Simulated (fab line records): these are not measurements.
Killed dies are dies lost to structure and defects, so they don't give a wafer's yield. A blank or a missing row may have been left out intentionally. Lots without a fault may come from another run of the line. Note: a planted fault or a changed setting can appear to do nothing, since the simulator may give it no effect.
Which tool did it? | flow sky130 | 7 lots, 21 wafers sampled, at 1 step of a route of 708

## WHAT EACH GAUGE READ, for each wafer
SKY_VIA1_CD_MEAS_12: target cd 150 nm.
lot  | measured     | on        | cd-nm (nm)
L574 | day 33 22:59 | cd-sem-01 | 149.5 149.2 149.4
L576 | day 34 23:35 | cd-sem-02 | 149.8 148.1 149.5
L583 | day 38 04:59 | cd-sem-02 | 151.3 151.8 151.6
L584 | day 38 08:08 | cd-sem-02 | 149.2 149.7 147.5
L585 | day 38 09:05 | cd-sem-01 | 152.1 153.0 153.7
L588 | day 38 09:55 | cd-sem-02 | 146.7 148.3 144.5
L594 | day 40 00:48 | cd-sem-01 | 150.9 149.7 150.4

## EACH LOT AND THE TOOL THAT RAN IT (in order: tool; ch and the chambers of the sampled wafers; start)
Before these readings, the record contains no process step.

## THE ANSWER, worked out from the rows above alone
Rule: usual is defined by the lots themselves. Put in order of their means at a reading, lots are off if they are a third of the lots or fewer, leave a main group of 4 or more, and stand apart from it by a gap of 3 or more times the standard deviation of the main group's means; of several such gaps the widest counts. If all means in a main group match to the digits the tables above print for the reading, that group is not used. A lot without any number at a reading at which 4 lots or more have one is off too. The other lots that the step has rows for count as sound.
Across all readings shown, no lot is off: no conclusion can be drawn from this.

## WHAT THE SIMULATOR HAD PUT IN
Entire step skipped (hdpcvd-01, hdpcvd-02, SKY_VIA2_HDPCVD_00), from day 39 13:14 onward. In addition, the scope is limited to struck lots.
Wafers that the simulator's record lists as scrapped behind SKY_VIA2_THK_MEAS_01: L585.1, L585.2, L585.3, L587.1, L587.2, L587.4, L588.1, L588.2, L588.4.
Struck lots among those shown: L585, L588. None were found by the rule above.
